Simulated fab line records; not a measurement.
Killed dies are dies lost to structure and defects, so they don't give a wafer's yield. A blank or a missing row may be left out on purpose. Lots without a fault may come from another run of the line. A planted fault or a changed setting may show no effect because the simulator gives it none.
A struck lot beside a sound one || flow sky130 || 18 out of 708 route steps
Sound: the wafers L574.2, L574.5, L574.6. Wafers L584.1, L584.2, L584.5 were the ones struck. At the end, the cause is stated.
For every step that has rows: the tool of each side, followed by ch and its chambers, followed by its first start. Under that, the readings that differ: sound wafers || struck wafers || difference of the means || sigmas: that difference in standard deviations of wafers without a fault.
alike: readings with means less than 2 such deviations apart, plus words and numbers identical on both sides. not compared: withheld readings, readings lacking a value on some wafer, bounds such as >300 that could conceal the same value, and numbers that have no deviation in the record and whose values overlap.
A row with sigmas, a row that says differs or no value, or rows on one side alone: a step with any of these is where the two part. Numbers that don't overlap but have no deviation are shown without sigmas and don't part them. A reading missing from all wafers of one side parts the sides only when that side holds two or more wafers.

first, 1 step without rows for these wafers: SKY_VIA4_ETCH_12 (etches SiO2 in C4F8/O2/Ar, stops on TiN, target depth 580 nm).
SKY_VIA4_STRIP_13: strips in O2/N2.
  sound on plasma-asher-03 ch 0,1, day 43 12:56; struck on plasma-asher-03 ch 0,1, day 46 11:43
  alike: chamber-pressure-mTorr, drypump-motor-current-A, o2-flow-sccm, oes-product-au, strip-time-to-endpoint-s
  not compared: rf-hours-counter-h
then, 3 steps without rows for these wafers: SKY_VIA4_STRIP_14 (strips in post etch residue remover, time 1200 s); SKY_VIA4_CLEAN_15 (cleans in IPA, time 180 s); SKY_VIA4_CLEAN_16 (cleans in O3/DIW).
SKY_VIA4_SPUTTER_17: material TiN, target thk 20 nm, time 80 s.
  struck on pvd-sputter-02, day 46 12:18; sound on pvd-sputter-02, day 43 13:37
  alike: cathode-dc-power-W, chamber-pressure-pa, throttle-valve-pct
then, 1 step without rows for these wafers: SKY_VIA4_CVD_18 (deposits W, target thk 505 nm, time 152.14 s).
SKY_VIA4_RS_MEAS_19: uses a four-point probe to measure.
  struck on film-metro-04, day 46 12:31; sound on film-metro-03, day 43 13:50
{"reading": "VIA4_W_RS (ohm/sq)", "sound": "0.2294 0.2272 0.2310", "struck": "0.2236 0.2231 0.2232", "difference": -0.0059, "sigmas": -2}
SKY_VIA4_THK_MEAS_20: measures by xrf.
  struck on film-metro-04, day 46 12:38; sound on film-metro-03, day 43 13:57
{"reading": "VIA4_W_THK (nm)", "sound": "496 502 491", "struck": "509 512 509", "difference": "+14", "sigmas": "+2"}
SKY_VIA4_CMP_21: polishes, stops on SiO2, t overpolish 25 s, target thk 0 nm.
  sound on cmp-01 ch 0,1,2, day 43 14:06; struck on cmp-02 ch 0,1, day 46 12:41
{"reading": "time-to-endpoint-s (s)", "sound": "121 125 121", "struck": "134 138 138", "difference": "+14", "sigmas": "+3"}
  alike: motor-current-A, overpolish-run-s, slurry-flow-ml-min
SKY_METAL5_SPUTTER_00: material Ti, target thk 15 nm, time 10 s.
  struck on pvd-sputter-02, day 46 12:59; sound on pvd-sputter-01, day 43 14:18
  alike: cathode-dc-power-W, chamber-pressure-pa, throttle-valve-pct
then, 1 step without rows for these wafers: SKY_METAL5_SPUTTER_01 (material TiN, target thk 20 nm, time 16.7 s).
SKY_METAL5_SPUTTER_02: material AlCu, target thk 1150 nm, time 61.2 s.
  struck on pvd-sputter-02, day 46 13:02; sound on pvd-sputter-01, day 43 14:21
  no value came back on the struck wafers for cathode-dc-power-W (W), chamber-pressure-pa (Pa), throttle-valve-pct (%); on the sound wafers cathode-dc-power-W (W) reads 10601 10601 10599
then, 1 step without rows for these wafers: SKY_METAL5_SPUTTER_03 (material Ti, target thk 5 nm, time 3.3 s).
SKY_METAL5_SPUTTER_04: material TiN, target thk 70 nm, time 58.3 s.
  struck on pvd-sputter-02, day 46 13:07; sound on pvd-sputter-01, day 43 14:25
  alike: cathode-dc-power-W, chamber-pressure-pa, throttle-valve-pct
SKY_METAL5_RS_MEAS_05: uses a four-point probe to measure.
  struck on film-metro-01, day 46 13:10; sound on film-metro-03, day 43 14:29
{"reading": "METAL5_ALCU_RS (ohm/sq)", "sound": "0.0269 0.0272 0.0274", "struck": "8.5798 8.6744 8.6110", "difference": "+8.5946", "sigmas": "+99 or more"}
SKY_METAL5_THK_MEAS_06: measures by xrf.
  struck on film-metro-01, day 46 13:17; sound on film-metro-03, day 43 14:35
{"reading": "METAL5_ALCU_THK (nm)", "sound": "1177 1160 1149", "struck": "<1 <1 <1", "difference": "differs", "sigmas": ""}
then, 1 step without rows for these wafers: SKY_METAL5_DEHYDRATE_07 (time 60 s).

== WHERE THEY PART ==
First at SKY_VIA4_RS_MEAS_19; last, within this record, at SKY_METAL5_THK_MEAS_06.

WHY: what had been put in by the simulator
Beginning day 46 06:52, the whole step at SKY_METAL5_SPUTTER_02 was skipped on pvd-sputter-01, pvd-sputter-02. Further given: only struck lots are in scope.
